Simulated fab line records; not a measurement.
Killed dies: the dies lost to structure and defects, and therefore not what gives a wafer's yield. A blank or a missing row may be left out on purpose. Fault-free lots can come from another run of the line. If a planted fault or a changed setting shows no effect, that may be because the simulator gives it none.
Chamber matching + flow gf180mcu + GF_V4_ETCH_16 on rie_diel-04 has 4 sister chambers
The step etches BARC in N2/H2. 7 wafers are shown with their chamber, then 7 later ones without.

EACH WAFER AND ITS CHAMBER
| wafer  | chamber | drypump_motor_current_A (A) | rf_fwd_power_W (W) |
|--------|---------|-----------------------------|--------------------|
| L118.4 | 1       | 6.0                         | 495.1              |
| L120.6 | 2       | 6.3                         | 495.5              |
| L122.1 | 1       | 6.1                         | 493.9              |
| L122.5 | 3       | 6.1                         | 491.9              |
| L122.6 | 0       | 6.4                         | 495.3              |
| L132.2 | 2       | 6.3                         | 495.1              |
| L132.4 | 0       | 6.4                         | 496.1              |

WAFERS MISSING THEIR CHAMBER
| wafer  | drypump_motor_current_A (A) | rf_fwd_power_W (W) |
|--------|-----------------------------|--------------------|
| L132.5 | 6.3                         | 493.2              |
| L135.1 | 6.3                         | 495.3              |
| L135.5 | 6.0                         | 496.5              |
| L135.6 | 6.4                         | 494.3              |
| L139.1 | 6.0                         | 496.1              |
| L139.4 | 6.3                         | 494.1              |
| L139.5 | 6.1                         | 496.7              |

EACH ONE'S CHAMBER
| wafer  | from the rows above          | in truth                   |
|--------|------------------------------|----------------------------|
| L132.5 | can't be placed: 2 or 0 or 3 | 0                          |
| L135.1 | 2                            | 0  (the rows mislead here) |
| L135.5 | 1                            | 1                          |
| L135.6 | can't be placed: 0 or 2      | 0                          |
| L139.1 | 1                            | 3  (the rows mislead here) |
| L139.4 | can't be placed: 2 or 0      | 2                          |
| L139.5 | can't be placed: 1 or 2      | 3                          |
Placed correctly: 1 of 7. Not placeable from these rows: 4 (in 3, the candidates include the true chamber). Placed wrongly: 2.
How it was worked out, from the rows above alone: a wafer's distance from a chamber is the root of the sum, over the readings, of the square of ((its reading less the chamber's mean) divided by the reading's scatter). If the next closest chamber is less than 2 further off than the closest, the wafer can't be placed; otherwise it belongs to the closest. Each chamber's mean is taken over the wafers shown for it. The scatter is the square root of a quotient: the sum, over the shown wafers, of each reading's squared deviation from its chamber's mean, divided by wafers minus chambers.
